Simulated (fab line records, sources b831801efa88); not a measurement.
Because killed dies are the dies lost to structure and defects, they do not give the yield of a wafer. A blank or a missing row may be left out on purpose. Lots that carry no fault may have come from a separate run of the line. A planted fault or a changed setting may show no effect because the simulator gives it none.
The tool behind it: which one? || flow sky130 || 36 wafers from 12 lots sampled at 4 of the route's 708 steps

## WHAT THE GAUGES READ, wafer by wafer
SKY_FIELD_ISO_CD_MEAS_13: target cd 150 nm. Usual: cd nm 150.3 nm, standard deviation 1.4.
{"lot": "L119", "measured": "day 2 15:33", "on": "cd sem-02", "cd nm (nm)": "148.7 150.3 149.3", "flag": ""}
{"lot": "L120", "measured": "day 3 00:49", "on": "cd sem-01", "cd nm (nm)": "150.7 148.6 148.2", "flag": ""}
{"lot": "L122", "measured": "day 3 09:47", "on": "cd sem-01", "cd nm (nm)": "150.2 149.3 150.4", "flag": ""}
{"lot": "L124", "measured": "day 3 17:37", "on": "cd sem-02", "cd nm (nm)": "151.2 149.6 149.6", "flag": ""}
{"lot": "L125", "measured": "day 3 21:26", "on": "cd sem-02", "cd nm (nm)": "150.9 149.6 151.0", "flag": ""}
{"lot": "L128", "measured": "day 4 13:43", "on": "cd sem-02", "cd nm (nm)": "148.0 147.1 147.4", "flag": ""}
{"lot": "L129", "measured": "day 4 19:10", "on": "cd sem-02", "cd nm (nm)": "149.3 148.0 148.6", "flag": ""}
{"lot": "L131", "measured": "day 5 05:55", "on": "cd sem-01", "cd nm (nm)": "151.6 150.6 150.6", "flag": ""}
{"lot": "L132", "measured": "day 5 11:24", "on": "cd sem-02", "cd nm (nm)": "150.2 151.1 151.4", "flag": ""}
{"lot": "L133", "measured": "day 5 16:20", "on": "cd sem-01", "cd nm (nm)": "150.4 152.3 152.1", "flag": ""}
{"lot": "L134", "measured": "day 5 20:22", "on": "cd sem-01", "cd nm (nm)": "151.6 153.1 151.0", "flag": ""}
{"lot": "L135", "measured": "day 6 01:23", "on": "cd sem-01", "cd nm (nm)": "148.4 151.4 150.6", "flag": ""}

SKY_VT_ADJUST_NCORE_TW_MEAS_11. Usual: VT_ADJUST_NCORE_TW 218.4, standard deviation 1.5.
{"lot": "L119", "measured": "day 9 08:08", "on": "film metro-03", "VT_ADJUST_NCORE_TW": "218.8 220.1 220.0", "flag": ""}
{"lot": "L120", "measured": "day 9 12:52", "on": "film metro-01", "VT_ADJUST_NCORE_TW": "218.6 217.7 217.2", "flag": ""}
{"lot": "L122", "measured": "day 10 12:33", "on": "film metro-03", "VT_ADJUST_NCORE_TW": "218.8 219.4 218.2", "flag": ""}
{"lot": "L124", "measured": "day 10 14:56", "on": "film metro-03", "VT_ADJUST_NCORE_TW": "219.2 218.8 218.9", "flag": ""}
{"lot": "L125", "measured": "day 11 01:00", "on": "film metro-01", "VT_ADJUST_NCORE_TW": "220.0 220.8 221.2", "flag": ""}
{"lot": "L128", "measured": "day 11 18:50", "on": "film metro-01", "VT_ADJUST_NCORE_TW": "219.9 220.6 219.7", "flag": ""}
{"lot": "L129", "measured": "day 12 05:53", "on": "film metro-03", "VT_ADJUST_NCORE_TW": "220.9 218.6 220.2", "flag": ""}
{"lot": "L131", "measured": "day 12 15:52", "on": "film metro-01", "VT_ADJUST_NCORE_TW": "220.4 219.3 219.2", "flag": ""}
{"lot": "L132", "measured": "day 13 03:41", "on": "film metro-01", "VT_ADJUST_NCORE_TW": "220.0 219.3 220.5", "flag": ""}
{"lot": "L133", "measured": "day 13 08:23", "on": "film metro-03", "VT_ADJUST_NCORE_TW": "217.5 217.1 218.7", "flag": ""}
{"lot": "L134", "measured": "day 13 12:52", "on": "film metro-01", "VT_ADJUST_NCORE_TW": "219.3 219.1 218.8", "flag": ""}
{"lot": "L135", "measured": "day 13 17:49", "on": "film metro-01", "VT_ADJUST_NCORE_TW": "219.2 218.4 219.1", "flag": ""}

SKY_GATE_OXIDE_TW_MEAS_14. Usual: GATE_OXIDE_TW 223.0, standard deviation 1.5.
{"lot": "L119", "measured": "day 14 14:00", "on": "film metro-04", "GATE_OXIDE_TW": "221.8 221.3 221.5", "flag": ""}
{"lot": "L120", "measured": "day 14 20:06", "on": "film metro-02", "GATE_OXIDE_TW": "224.4 223.8 224.0", "flag": ""}
{"lot": "L122", "measured": "day 16 00:13", "on": "film metro-02", "GATE_OXIDE_TW": "223.2 224.1 224.4", "flag": ""}
{"lot": "L124", "measured": "day 16 04:56", "on": "film metro-02", "GATE_OXIDE_TW": "224.7 226.4 224.8", "flag": ""}
{"lot": "L125", "measured": "day 16 17:04", "on": "film metro-04", "GATE_OXIDE_TW": "221.4 221.9 220.5", "flag": ""}
{"lot": "L128", "measured": "day 17 15:54", "on": "film metro-02", "GATE_OXIDE_TW": "224.3 223.9 224.4", "flag": ""}
{"lot": "L129", "measured": "day 18 04:55", "on": "film metro-02", "GATE_OXIDE_TW": "224.7 224.6 224.2", "flag": ""}
{"lot": "L131", "measured": "day 18 16:52", "on": "film metro-04", "GATE_OXIDE_TW": "221.3 220.6 221.2", "flag": ""}
{"lot": "L132", "measured": "day 19 07:45", "on": "film metro-03", "GATE_OXIDE_TW": "223.6 222.6 222.8", "flag": ""}
{"lot": "L133", "measured": "day 19 14:02", "on": "film metro-04", "GATE_OXIDE_TW": "197.4 196.4 197.1", "flag": "OFF"}
{"lot": "L134", "measured": "day 19 16:50", "on": "film metro-04", "GATE_OXIDE_TW": "199.4 197.7 197.7", "flag": "OFF"}
{"lot": "L135", "measured": "day 19 23:49", "on": "film metro-04", "GATE_OXIDE_TW": "220.5 221.0 220.3", "flag": ""}

## EACH LOT AND THE TOOL THAT RAN IT (in order: tool; ch and the chambers of the sampled wafers; start)
{"lot": "L119", "SKY_GATE_OXIDE_IMPLANT_11": "implanter-03 ch 0, day 14 13:38"}
{"lot": "L120", "SKY_GATE_OXIDE_IMPLANT_11": "implanter-03 ch 0, day 14 19:44"}
{"lot": "L122", "SKY_GATE_OXIDE_IMPLANT_11": "implanter-03 ch 0, day 15 23:53"}
{"lot": "L124", "SKY_GATE_OXIDE_IMPLANT_11": "implanter-03 ch 0, day 16 04:37"}
{"lot": "L125", "SKY_GATE_OXIDE_IMPLANT_11": "implanter-01 ch 0, day 16 16:43"}
{"lot": "L128", "SKY_GATE_OXIDE_IMPLANT_11": "implanter-01 ch 0, day 17 15:32"}
{"lot": "L129", "SKY_GATE_OXIDE_IMPLANT_11": "implanter-03 ch 0, day 18 04:34"}
{"lot": "L131", "SKY_GATE_OXIDE_IMPLANT_11": "implanter-03 ch 0, day 18 16:31"}
{"lot": "L132", "SKY_GATE_OXIDE_IMPLANT_11": "implanter-01 ch 0, day 19 07:23"}
{"lot": "L133", "SKY_GATE_OXIDE_IMPLANT_11": "implanter-03 ch 0, day 19 13:43"}
{"lot": "L134", "SKY_GATE_OXIDE_IMPLANT_11": "implanter-03 ch 0, day 19 16:29"}
{"lot": "L135", "SKY_GATE_OXIDE_IMPLANT_11": "implanter-01 ch 0, day 19 23:29"}
- SKY_GATE_OXIDE_IMPLANT_11

## WHAT THE TOOLS THEMSELVES READ (means of the sampled wafers that have a number; where no wafer has one, the mark that the record gives instead)
SKY_GATE_OXIDE_IMPLANT_11. Usual: dose ions cm2 2.5991e+12, standard deviation 2.9e+09; faraday current uA 14.67, standard deviation 0.29.
{"lot": "L119", "tool": "implanter-03", "dose ions cm2": 2.6016e+12, "faraday current uA": 14.50, "flag": ""}
{"lot": "L120", "tool": "implanter-03", "dose ions cm2": 2.5986e+12, "faraday current uA": 14.54, "flag": ""}
{"lot": "L122", "tool": "implanter-03", "dose ions cm2": 2.5970e+12, "faraday current uA": 14.57, "flag": ""}
{"lot": "L124", "tool": "implanter-03", "dose ions cm2": 2.6019e+12, "faraday current uA": 15.06, "flag": ""}
{"lot": "L125", "tool": "implanter-01", "dose ions cm2": 2.5964e+12, "faraday current uA": 14.82, "flag": ""}
{"lot": "L128", "tool": "implanter-01", "dose ions cm2": 2.5972e+12, "faraday current uA": 14.67, "flag": ""}
{"lot": "L129", "tool": "implanter-03", "dose ions cm2": 2.5970e+12, "faraday current uA": 14.58, "flag": ""}
{"lot": "L131", "tool": "implanter-03", "dose ions cm2": 2.6005e+12, "faraday current uA": 14.73, "flag": ""}
{"lot": "L132", "tool": "implanter-01", "dose ions cm2": 2.6025e+12, "faraday current uA": 14.91, "flag": ""}
{"lot": "L133", "tool": "implanter-03", "dose ions cm2": 1.7478e+12, "faraday current uA": 10.08, "flag": "OFF"}
{"lot": "L134", "tool": "implanter-03", "dose ions cm2": 1.7505e+12, "faraday current uA": 9.79, "flag": "OFF"}
{"lot": "L135", "tool": "implanter-01", "dose ions cm2": 2.5974e+12, "faraday current uA": 14.50, "flag": ""}

## THE ANSWER, worked out from the rows above alone
Rule: take the mean of a lot's wafers that have a number; if it is more than 3 standard deviations from the usual mean, the lot is off. Also off: a lot with no number at a reading for which 4 or more lots have one. All remaining lots with rows at the step are treated as sound. After the gauges, taken in route order, come the tools' own readings; for these a lot's mean is taken, as printed above. The first step at which some lot is off is used, and at that step the reading that is off furthest; a lot without a number counts as furthest.
Off: at SKY_GATE_OXIDE_TW_MEAS_14 (GATE_OXIDE_TW), L133, L134.
If a tool, at a process step before that reading, ran all the lots that are off and no sound lot after the first of them, it fits. Not tried: the gauges at SKY_GATE_OXIDE_TW_MEAS_14; whatever is off there is also off at SKY_GATE_OXIDE_IMPLANT_11, on other tools, and gauge error can't account for it. One candidate fits, namely implanter-03 at SKY_GATE_OXIDE_IMPLANT_11. Its last sound lot is L131 (day 18 16:31), its first lot that is off L133 (day 19 13:43): a fault that began between those two fits.
The tool's own readings at SKY_GATE_OXIDE_IMPLANT_11 bear it out: on the lots that are off they differ by more than 5 times the standard deviation of the sound lots' means. dose ions cm2 reads 1.7492e+12 there against 2.5990e+12 on the sound lots; faraday current uA reads 9.93 there against 14.69 on the sound lots.

## WHAT THE SIMULATOR HAD PUT IN
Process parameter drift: implanter-03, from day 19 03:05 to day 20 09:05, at SKY_GATE_OXIDE_IMPLANT_11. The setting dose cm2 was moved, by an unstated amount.
Shown lots that were struck: L133, L134. Same finding as the rule above.
